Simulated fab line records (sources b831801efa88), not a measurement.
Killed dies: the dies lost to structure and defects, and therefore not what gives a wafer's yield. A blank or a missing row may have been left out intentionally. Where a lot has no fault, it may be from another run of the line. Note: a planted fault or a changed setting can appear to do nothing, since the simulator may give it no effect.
Matching of chambers | flow sky130 | SKY_CONTACT_ETCH_17 on rie_diel-04 has 4 sister chambers
The step etches SiO2 in C4F8/O2/Ar, stops on Si3N4, target depth 340 nm. 16 wafers are shown with their chamber, then 8 later ones without.

WAFERS WITH THEIR CHAMBER
wafer  | chamber | oes_product_au (a.u.)
L074.4 | 2       | 0.893
L074.5 | 3       | 0.894
L074.6 | 0       | 0.877
L076.2 | 0       | 0.895
L076.3 | 1       | 0.884
L076.6 | 2       | 0.890
L077.2 | 2       | 0.884
L077.3 | 0       | 0.891
L077.5 | 3       | 0.876
L085.1 | 2       | 0.888
L085.4 | 0       | 0.896
L085.6 | 2       | 0.894
L088.2 | 1       | 0.891
L088.4 | 1       | 0.887
L088.5 | 0       | 0.894
L089.2 | 0       | 0.900

SIGNATURES (means of the wafers above)
reading        | chamber 0 | chamber 1 | chamber 2 | chamber 3 | scatter within a chamber
oes_product_au | 0.89217   | 0.88733   | 0.88980   | 0.88500   | 0.00689
Rule: a wafer's distance from a chamber is the root of the sum, over the readings, of the square of ((its reading less the chamber's mean) divided by the reading's scatter). The wafer belongs to the nearest chamber; if the next one is less than 2 further off, it can't be placed. The scatter: take each reading less its chamber's mean, square it, sum over the shown wafers, divide by the number of wafers less the number of chambers, and take the root.

WAFERS WITHOUT THEIR CHAMBER
wafer  | oes_product_au (a.u.)
L089.5 | 0.894
L089.6 | 0.893
L094.3 | 0.886
L094.4 | 0.885
L094.5 | 0.884
L095.3 | 0.898
L095.5 | 0.892
L095.6 | 0.889

WHICH CHAMBER EACH WENT THROUGH
wafer  | from the rows above               | in truth
L089.5 | can't be placed: 0 or 2 or 1 or 3 | 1
L089.6 | can't be placed: 0 or 2 or 1 or 3 | 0
L094.3 | can't be placed: 3 or 1 or 2 or 0 | 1
L094.4 | can't be placed: 3 or 1 or 2 or 0 | 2
L094.5 | can't be placed: 3 or 1 or 2 or 0 | 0
L095.3 | can't be placed: 0 or 2 or 1 or 3 | 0
L095.5 | can't be placed: 0 or 2 or 1 or 3 | 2
L095.6 | can't be placed: 2 or 1 or 0 or 3 | 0
Placed correctly: 0 of 8. These rows do not allow placing 8 (true chamber among the candidates in 8). Wrongly placed: 0.
